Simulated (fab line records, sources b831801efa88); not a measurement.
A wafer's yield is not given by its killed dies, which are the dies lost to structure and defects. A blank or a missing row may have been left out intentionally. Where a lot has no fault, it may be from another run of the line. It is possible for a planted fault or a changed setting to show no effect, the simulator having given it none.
Which of the tools did it?	flow gf180mcu	6 lots, 18 wafers sampled, at 4 steps of a route of 602

== WHAT EACH GAUGE READ, for each wafer ==
GF_M2_CD_MEAS_14 targets a cd of 280 nm.
lot	measured	on	cdNm (nm)
L107	day 20 19:44	cdSem-02	280.6 279.5 280.8
L109	day 21 09:18	cdSem-01	280.0 278.7 280.2
L111	day 22 07:49	cdSem-01	280.4 280.9 280.7
L113	day 23 05:20	cdSem-02	279.0 279.0 278.2
L116	day 24 01:53	cdSem-02	281.5 281.7 280.9
L126	day 27 12:01	cdSem-02	278.8 279.0 279.3

== WHAT TOOL EACH LOT RAN ON (gives the tool, then ch and the chambers of the sampled wafers, and finally the start) ==
lot	GF_V1_CVD_23	GF_M2_SPUTTER_03	GF_M2_EXPOSE_11
L107	cvdW-01 ch 0,1, day 19 19:08	pvdSputter-04, day 19 19:54	krfScanner-02 ch 0, day 20 07:46
L109	cvdW-01 ch 0,1, day 20 08:26	pvdSputter-04, day 20 09:12	krfScanner-01 ch 0, day 20 21:52
L111	cvdW-02 ch 0,1, day 21 07:11	pvdSputter-03, day 21 07:54	krfScanner-01 ch 0, day 21 20:20
L113	cvdW-01 ch 0,1, day 22 05:30	pvdSputter-03, day 22 06:13	krfScanner-01 ch 0, day 22 18:28
L116	cvdW-01 ch 0,1, day 23 02:54	pvdSputter-04, day 23 03:40	krfScanner-01 ch 0, day 23 14:53
L126	cvdW-02 ch 0,1, day 26 14:19	pvdSputter-02, day 26 15:05	krfScanner-02 ch 0, day 27 02:10
- GF_V1_CVD_23: deposits W, target thk 350 nm, time 105.05 s.
- GF_M2_SPUTTER_03: material Ti, target thk 10 nm, time 6.7 s.
- GF_M2_EXPOSE_11: exposes mask Metal2, target cd 280 nm.

== THE ANSWER, worked out from the rows above alone ==
Rule: the lots themselves supply what counts as usual. Put in order of their means at a reading, lots are off if they are a third of the lots or fewer, leave a main group of 4 or more, and stand apart from it by a gap of 3 or more times the standard deviation of the main group's means; of several such gaps the widest counts. The tables above print the reading to a certain number of digits; a main group whose means all agree to those digits is not used. Also off: a lot with no number at a reading for which 4 or more lots have one. Where the step has rows for the other lots, those lots are counted as sound.
Across all readings shown, no lot is off: no conclusion can be drawn from this.

== WHAT THE SIMULATOR HAD PUT IN ==
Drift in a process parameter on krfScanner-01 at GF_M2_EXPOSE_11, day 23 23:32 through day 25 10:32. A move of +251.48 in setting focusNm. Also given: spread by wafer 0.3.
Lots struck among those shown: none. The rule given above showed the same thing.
